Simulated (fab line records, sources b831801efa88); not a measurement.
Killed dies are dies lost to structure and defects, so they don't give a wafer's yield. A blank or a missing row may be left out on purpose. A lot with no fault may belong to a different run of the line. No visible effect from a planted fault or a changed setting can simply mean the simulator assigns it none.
Comparing a struck lot with a sound one | flow sky130 | 18 steps out of a route of 708
Sound: wafers L684.2, L684.5, L684.6. Struck: wafer L688.3. (L688.1, L688.6 of the same lot were not struck and are left out.) The cause comes at the end.
Order at every step that has rows: each side's tool, ch and its chambers, its first start. Under that, the readings that differ: sound wafers | struck wafers | difference of the means | sigmas: that difference in standard deviations of wafers without a fault.
alike: a reading whose means differ by less than 2 such deviations, as well as words and numbers matching on both sides. not compared: withheld readings; readings where some wafer has no value; bounds like >300 that might hide an equal value; numbers whose values overlap and for which the record gives no deviation.
A row with sigmas, a row that says differs or no value, or rows on one side alone: a step with any of these is where the two part. Numbers that have no deviation but don't overlap get no sigmas and don't part them. A reading missing from all wafers of one side parts the sides only when that side holds two or more wafers.

first, 2 steps without rows for these wafers: SKY_CONTACT_PEB_12; SKY_CONTACT_DEVELOP_13 (develop time 60 s).
SKY_CONTACT_CD_MEAS_14: the cd target is 170 nm.
  struck on cdSem-01, day 35 07:41; sound on cdSem-01, day 34 00:41
reading   | sound             | struck | difference | sigmas
cdNm (nm) | 169.2 168.9 169.8 | 166.1  | -3.2       | -2
SKY_CONTACT_OVL_MEAS_15:
  struck on overlay-02, day 35 07:48; sound on overlay-01, day 34 00:47
  alike: CONTACT_OVL
SKY_CONTACT_ETCH_16: etches BARC in N2/H2, stops on SiO2, time 45.9 s, target depth 60 nm.
  sound on rieDiel-04 ch 1,2, day 34 00:49; struck on rieDiel-03 ch 0, day 35 07:50
  alike: drypumpMotorCurrentA, oesProductAu, throttleValvePct
  not compared: rfHoursCounterH
then, 1 step without rows for these wafers: SKY_CONTACT_ETCH_17 (etches SiO2 in C4F8/O2/Ar, stops on Si3N4, target depth 340 nm).
SKY_CONTACT_ETCH_18: etches Si3N4 in CHF3/O2, stops on TiN, time 39 s, target depth 75 nm.
  sound on rieDiel-04 ch 1,2; struck on rieDiel-03 ch 0
  alike: O2_flow_sccm, drypumpMotorCurrentA, oesProductAu, throttleValvePct
  not compared: rfHoursCounterH
SKY_CONTACT_STRIP_19: strips in O2/N2.
  sound on plasmaAsher-01 ch 0,1, day 34 00:57; struck on plasmaAsher-02 ch 0, day 35 07:58
reading                  | sound       | struck | difference | sigmas
drypumpMotorCurrentA (A) | 5.6 4.9 5.6 | 6.4    | +1.0       | +2
  alike: oesProductAu, stripTimeToEndpointS
  not compared: rfHoursCounterH
then, 3 steps without rows for these wafers: SKY_CONTACT_STRIP_20 (strips in post etch residue remover, time 1200 s); SKY_CONTACT_CLEAN_21 (cleans in IPA, time 180 s); SKY_CONTACT_CLEAN_22 (cleans in O3/DIW).
SKY_CONTACT_SPUTTER_23: material TiN, target thk 20 nm, time 80 s.
  struck on pvdSputter-01, day 35 08:34; sound on pvdSputter-03, day 34 01:32
  alike: throttleValvePct
SKY_CONTACT_CVD_24: deposits W, target thk 340 nm, time 102.12 s.
  sound on cvdW-02 ch 1, day 34 01:38; struck on cvdW-01 ch 0, day 35 08:37
reading                              | sound             | struck | difference | sigmas
model.W_of_CONTACT_CVD_24.thkNm (nm) | 344.5 340.3 342.3 | 117.3  | -225.1     | 
  alike: heaterPowerW
SKY_CONTACT_RS_MEAS_25: measurement is done with a four-point probe.
  struck on filmMetro-02, day 35 08:44; sound on filmMetro-04, day 34 01:51
reading               | sound             | struck | difference | sigmas
CONTACT_W_RS (ohm/sq) | 0.334 0.338 0.336 | 1.002  | +0.666     | +99 or more
SKY_CONTACT_THK_MEAS_26: measures by xrf.
  struck on filmMetro-02, day 35 08:51; sound on filmMetro-04, day 34 01:58
reading            | sound       | struck | difference | sigmas
CONTACT_W_THK (nm) | 349 344 348 | 117    | -230       | -45
SKY_CONTACT_CMP_27: polishes, stops on SiO2, t overpolish 15 s, target thk 0 nm.
  sound on cmp-01 ch 0,1, day 34 02:04; struck on cmp-02 ch 3, day 35 08:55
reading             | sound    | struck | difference | sigmas
timeToEndpointS (s) | 87 88 84 | 26     | -60        | -13
  alike: motorCurrentA
SKY_METAL1_SPUTTER_00: material Ti, target thk 15 nm, time 10 s.
  struck on pvdSputter-04, day 35 09:13; sound on pvdSputter-04, day 34 02:19
  alike: throttleValvePct
-- the record jumps here: 13 days lie between the struck wafers' starts before and after (it left off in module METAL1 and takes up again in module PAD_OPEN, whose first step shown is number 708 of the route) --
SKY_PAD_OPEN_PROBE_99:
  struck on prober-01, day 48 15:03; sound on prober-01, day 47 16:52
reading         | sound | struck | difference | sigmas
killed_at_M4_up | 5 5 3 | 0      | -4         | -2
  alike: killed_at_M0_to_M3, killedAtContacts, killedAtFrontEnd, killedAtOther, killedDies, killedOnRim, killedOpen, killedShort

WHERE THEY PART
At SKY_CONTACT_CD_MEAS_14 first; at SKY_PAD_OPEN_PROBE_99 last (within this record only).

WHY: whatever the simulator had introduced
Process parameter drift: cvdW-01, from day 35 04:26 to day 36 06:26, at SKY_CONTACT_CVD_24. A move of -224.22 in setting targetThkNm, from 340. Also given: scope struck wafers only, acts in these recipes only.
